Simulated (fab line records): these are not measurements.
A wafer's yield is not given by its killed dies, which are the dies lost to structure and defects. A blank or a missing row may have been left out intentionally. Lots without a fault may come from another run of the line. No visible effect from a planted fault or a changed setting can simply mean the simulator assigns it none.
Commonality check across tools | flow sky130 | Sampled: 14 lots, 42 wafers

THE REASON FOR OPENING IT
Of 14 lots, 2 have the reading VT_ADJUST_NCORE_TW flagged at SKY_VT_ADJUST_NCORE_TW_MEAS_11. Fault-free wafers read 219.1, with a standard deviation of 2.7.
Rule: flag the lot when none of its wafers has a number, or when each of its wafers that has one lies beyond 4 standard deviations from that mean. All remaining lots are regarded as sound.

lot  | measured     | on            | VT_ADJUST_NCORE_TW, wafer by wafer | flag
L753 | day 9 03:03  | film-metro-04 | 222.0 221.8 222.1                  |
L754 | day 9 11:05  | film-metro-03 | 214.9 216.8 216.6                  |
L756 | day 10 00:01 | film-metro-04 | 253.8 253.5 253.3                  | FLAGGED
L757 | day 10 07:53 | film-metro-03 | 247.2 246.9 245.8                  | FLAGGED
L759 | day 10 22:57 | film-metro-03 | 215.0 216.0 214.3                  |
L766 | day 13 00:51 | film-metro-03 | 215.2 216.0 215.6                  |
L767 | day 13 06:39 | film-metro-02 | 220.5 221.5 220.2                  |
L768 | day 13 12:21 | film-metro-02 | 222.1 221.3 222.0                  |
L769 | day 14 01:17 | film-metro-04 | 222.5 222.3 223.8                  |
L770 | day 14 10:13 | film-metro-02 | 221.3 220.2 221.1                  |
L771 | day 14 16:49 | film-metro-04 | 221.5 221.1 223.2                  |
L772 | day 14 18:31 | film-metro-03 | 216.0 216.0 216.6                  |
L773 | day 15 01:39 | film-metro-03 | 216.1 215.6 214.9                  |
L774 | day 16 13:27 | film-metro-04 | 219.3 219.4 220.3                  |
On average the flagged lots' numbers are 250.1, which is +31.0 against the usual, or +11 standard deviations.

TOOL THAT RAN EACH LOT
The record keeps 1 process step preceding the reading, out of 708 steps on the route. Cell contents, in order: the tool; ch with the chambers the sampled wafers went through; the start.
lot  | flag    | SKY_VT_ADJUST_LVTN_COAT_13
L753 |         | litho-track-03 ch 0, day 7 20:16
L754 |         | litho-track-02 ch 0, day 8 02:44
L756 | FLAGGED | litho-track-01, day 8 14:52
L757 | FLAGGED | litho-track-01, day 8 22:14
L759 |         | litho-track-03 ch 0, day 9 13:13
L766 |         | litho-track-01 ch 0, day 11 11:50
L767 |         | litho-track-03 ch 0, day 11 16:57
L768 |         | litho-track-03 ch 0, day 11 23:09
L769 |         | litho-track-03 ch 0, day 12 11:23
L770 |         | litho-track-03 ch 0, day 12 19:50
L771 |         | litho-track-01 ch 0, day 13 01:53
L772 |         | litho-track-03 ch 0, day 13 04:11
L773 |         | litho-track-01 ch 0, day 13 09:47
L774 |         | litho-track-02 ch 0, day 14 19:35
What these steps do:
- SKY_VT_ADJUST_LVTN_COAT_13: resist thk 1140 nm.
- SKY_VT_ADJUST_NCORE_TW_MEAS_11

FLAGGED OVER TOTAL, TOOL BY TOOL (the gauges that took the reading come last)
step                           | tool           | lots run | flagged | share of the flagged lots | sound lots run after its first flagged lot
SKY_VT_ADJUST_LVTN_COAT_13     | litho-track-01 | 5        | 2       | all                       | 3 (L766,L771,L773)
SKY_VT_ADJUST_LVTN_COAT_13     | litho-track-02 | 2        | 0       | none                      | -
SKY_VT_ADJUST_LVTN_COAT_13     | litho-track-03 | 7        | 0       | none                      | -
SKY_VT_ADJUST_NCORE_TW_MEAS_11 | film-metro-02  | 3        | 0       | none                      | -
SKY_VT_ADJUST_NCORE_TW_MEAS_11 | film-metro-03  | 6        | 1       | some                      | 4 (L759,L766,L772,L773)
SKY_VT_ADJUST_NCORE_TW_MEAS_11 | film-metro-04  | 5        | 1       | some                      | 3 (L769,L771,L774)

THE TABLE: WHAT IT ALLOWS
In the table, 1 row covers all flagged lots: litho-track-01 at SKY_VT_ADJUST_LVTN_COAT_13.
- litho-track-01 at SKY_VT_ADJUST_LVTN_COAT_13 ran 5 lots, 2 of them flagged. Lots that were sound ran on it after the first flagged one (L766, L771, L773); a persistent fault on the entire tool would not allow that. On the flagged lots its readings are blank where sound lots have values: chill-plate-temp-C, dispense-pressure-kPa, resist-line-temp-C.
No row of the table ran every flagged lot and no sound lot after the first.

WHAT THE SIMULATOR HAD INSERTED
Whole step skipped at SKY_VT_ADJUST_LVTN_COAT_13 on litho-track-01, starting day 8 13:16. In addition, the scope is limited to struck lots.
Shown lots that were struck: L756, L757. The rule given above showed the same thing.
